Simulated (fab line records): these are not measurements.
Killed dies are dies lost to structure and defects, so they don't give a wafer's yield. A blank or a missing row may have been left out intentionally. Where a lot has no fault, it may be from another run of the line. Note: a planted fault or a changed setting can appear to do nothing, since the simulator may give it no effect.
What tool caused it? || flow gf180mcu || route of 602 steps, sampled at 1 step: 14 lots, 42 wafers

WHAT THE GAUGES READ, wafer by wafer
GF_STI_THK_MEAS_02. Usual: for STI_OXIDATION_THK the level is 10.09 nm and the standard deviation is 0.15.
{"lot": "L780", "measured": "day 1 11:31", "on": "film metro-01", "STI_OXIDATION_THK (nm)": "9.94 9.77 9.84", "flag": ""}
{"lot": "L781", "measured": "day 1 16:46", "on": "film metro-02", "STI_OXIDATION_THK (nm)": "10.17 10.26 10.15", "flag": ""}
{"lot": "L782", "measured": "day 1 21:31", "on": "film metro-02", "STI_OXIDATION_THK (nm)": "9.98 9.84 10.06", "flag": ""}
{"lot": "L783", "measured": "day 2 02:31", "on": "film metro-01", "STI_OXIDATION_THK (nm)": "10.25 10.26 10.26", "flag": ""}
{"lot": "L784", "measured": "day 2 07:31", "on": "film metro-02", "STI_OXIDATION_THK (nm)": "10.01 10.04 10.14", "flag": ""}
{"lot": "L785", "measured": "day 2 12:32", "on": "film metro-02", "STI_OXIDATION_THK (nm)": "9.96 10.03 10.05", "flag": ""}
{"lot": "L787", "measured": "day 2 23:14", "on": "film metro-02", "STI_OXIDATION_THK (nm)": "9.79 10.01 9.97", "flag": ""}
{"lot": "L794", "measured": "day 4 10:50", "on": "film metro-04", "STI_OXIDATION_THK (nm)": "10.01 10.09 9.94", "flag": ""}
{"lot": "L795", "measured": "day 4 17:35", "on": "film metro-02", "STI_OXIDATION_THK (nm)": "9.97 9.89 10.00", "flag": ""}
{"lot": "L798", "measured": "day 5 06:17", "on": "film metro-04", "STI_OXIDATION_THK (nm)": "10.37 10.32 10.36", "flag": ""}
{"lot": "L799", "measured": "day 5 10:31", "on": "film metro-02", "STI_OXIDATION_THK (nm)": "10.23 10.10 10.04", "flag": ""}
{"lot": "L801", "measured": "day 5 20:53", "on": "film metro-02", "STI_OXIDATION_THK (nm)": "10.49 10.26 10.26", "flag": ""}
{"lot": "L802", "measured": "day 6 02:33", "on": "film metro-02", "STI_OXIDATION_THK (nm)": "10.13 9.89 9.98", "flag": ""}
{"lot": "L803", "measured": "day 6 06:44", "on": "film metro-02", "STI_OXIDATION_THK (nm)": "10.15 10.11 10.10", "flag": ""}

EACH LOT AND THE TOOL THAT RAN IT (in order: tool; ch and the chambers of the sampled wafers; start)
Before these readings, the record contains no process step.

AS READ BY THE TOOLS THEMSELVES (means over the sampled wafers that have a number; for cases with no such wafer, the mark the record gives instead)
The record holds no such reading with a usual standard deviation.

THE ANSWER, worked out from the rows above alone
Rule: a lot is off if the mean of its wafers that have a number lies more than 3 standard deviations from the usual mean. Also off: a lot with no number at a reading for which 4 or more lots have one. All remaining lots with rows at the step are treated as sound. After the gauges, taken in route order, come the tools' own readings; for these a lot's mean is taken, as printed above. At the first step where some lot is off, the reading lying furthest off is the one used; lots without a number count as furthest.
Across all readings shown, no lot is off: no conclusion can be drawn from this.

WHAT HAD BEEN PUT IN BY THE SIMULATOR
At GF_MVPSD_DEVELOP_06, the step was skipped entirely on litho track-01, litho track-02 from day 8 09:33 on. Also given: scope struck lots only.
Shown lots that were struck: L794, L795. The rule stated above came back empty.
